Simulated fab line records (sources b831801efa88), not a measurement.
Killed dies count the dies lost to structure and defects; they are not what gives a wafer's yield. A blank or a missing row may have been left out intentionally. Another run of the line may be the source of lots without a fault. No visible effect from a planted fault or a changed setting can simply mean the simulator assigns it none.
Comparing a struck lot with a sound one	flow sky130	14 out of 708 route steps
Sound: wafers L635.1, L635.2, L635.6. Struck: wafers L646.1, L646.5. (L646.2 of the same lot was not struck and is left out.) The cause comes at the end.
For every step that has rows: the tool of each side, followed by ch and its chambers, followed by its first start. Under that, the readings that differ: sound wafers	struck wafers	difference of the means	sigmas: that difference in standard deviations of wafers without a fault.
alike: same words and numbers on both sides, and readings whose means sit less than 2 such deviations apart. not compared: any withheld reading, any reading some wafer has no value for, any bound like >300 that may hide the same value, and any number with overlapping values for which the record gives no deviation.
Wherever a step has rows on one side only, a row that says differs or no value, or a row with sigmas, the two part there. When numbers do not overlap yet have no deviation, they are printed without sigmas and do not part them. Lack of a reading on every wafer of one side parts them only where that side has two or more wafers.

SKY_VIA2_CD_MEAS_12: target cd 200 nm.
  sound: cdSem-02 at day 38 00:15; struck: cdSem-01 at day 41 14:38
reading	sound	struck	difference	sigmas
cdNm (nm)	198.5 199.0 199.6	202.4 202.0	+3.2	+3
SKY_VIA2_OVL_MEAS_13:
  sound: overlay-01 at day 38 00:22; struck: overlay-02 at day 41 14:45
  alike: VIA2_OVL
SKY_VIA2_ETCH_14: etches BARC in N2/H2, stops on SiO2, time 45.9 s, target depth 60 nm.
  sound on rieDiel-02 ch 0,1, day 38 00:25; struck on rieDiel-03 ch 1,2, day 41 14:47
  alike: drypumpMotorCurrentA, oesProductAu, throttleValvePct
  not compared: rfHoursCounterH
then, 1 step without rows for these wafers: SKY_VIA2_ETCH_15 (etches SiO2 in C4F8/O2/Ar, stops on TiN, target depth 546 nm, time 84 s).
SKY_VIA2_STRIP_16: strips in O2/N2.
  sound on plasmaAsher-03 ch 0,1, day 38 00:31; struck on plasmaAsher-03 ch 0,1, day 41 14:54
  alike: drypumpMotorCurrentA, oesProductAu, stripTimeToEndpointS
  not compared: rfHoursCounterH
then, 3 steps without rows for these wafers: SKY_VIA2_STRIP_17 (strips in post etch residue remover, time 1200 s); SKY_VIA2_CLEAN_18 (cleans in IPA, time 180 s); SKY_VIA2_CLEAN_19 (cleans in O3/DIW).
SKY_VIA2_SPUTTER_20: material TiN, target thk 20 nm, time 80 s.
  sound: pvdSputter-03 at day 38 01:09; struck: pvdSputter-03 at day 41 15:29
  alike: cathodeDcPowerW, throttleValvePct
SKY_VIA2_CVD_21: deposits W, target thk 420 nm, time 126.4 s.
  sound on cvdW-01 ch 0,1, day 38 01:13; struck on cvdW-02 ch 0,1, day 41 15:33
  alike: heaterPowerW
SKY_VIA2_RS_MEAS_22: a four-point-probe measurement.
  sound: filmMetro-02 at day 38 01:20; struck: filmMetro-01 at day 41 15:41
  alike: VIA2_W_RS
SKY_VIA2_THK_MEAS_23: measures by xrf.
  sound: filmMetro-02 at day 38 01:28; struck: filmMetro-01 at day 41 15:48
  alike: VIA2_W_THK
SKY_VIA2_CMP_24: polishes, stops on SiO2, t overpolish 20 s, target thk 0 nm.
  sound on cmp-01 ch 1,3, day 38 01:34; struck on cmp-02 ch 1,3, day 41 15:58
reading	sound	struck	difference	sigmas
overpolishRunS (s)	19.985 19.978 20.012	0.038 0.034	-19.956	-99 or more
timeToEndpointS (s)	99 108 101	155 159	+54	+11
  alike: motorCurrentA
SKY_METAL3_SPUTTER_00: material Ti, target thk 15 nm, time 10 s.
  rows exist in the record for the sound wafers here (pvdSputter-04, day 38 01:50), none for the struck ones

WHERE THEY PART
Earliest at SKY_VIA2_CD_MEAS_12; latest, in this record, at SKY_METAL3_SPUTTER_00.

WHY: what the simulator had put in
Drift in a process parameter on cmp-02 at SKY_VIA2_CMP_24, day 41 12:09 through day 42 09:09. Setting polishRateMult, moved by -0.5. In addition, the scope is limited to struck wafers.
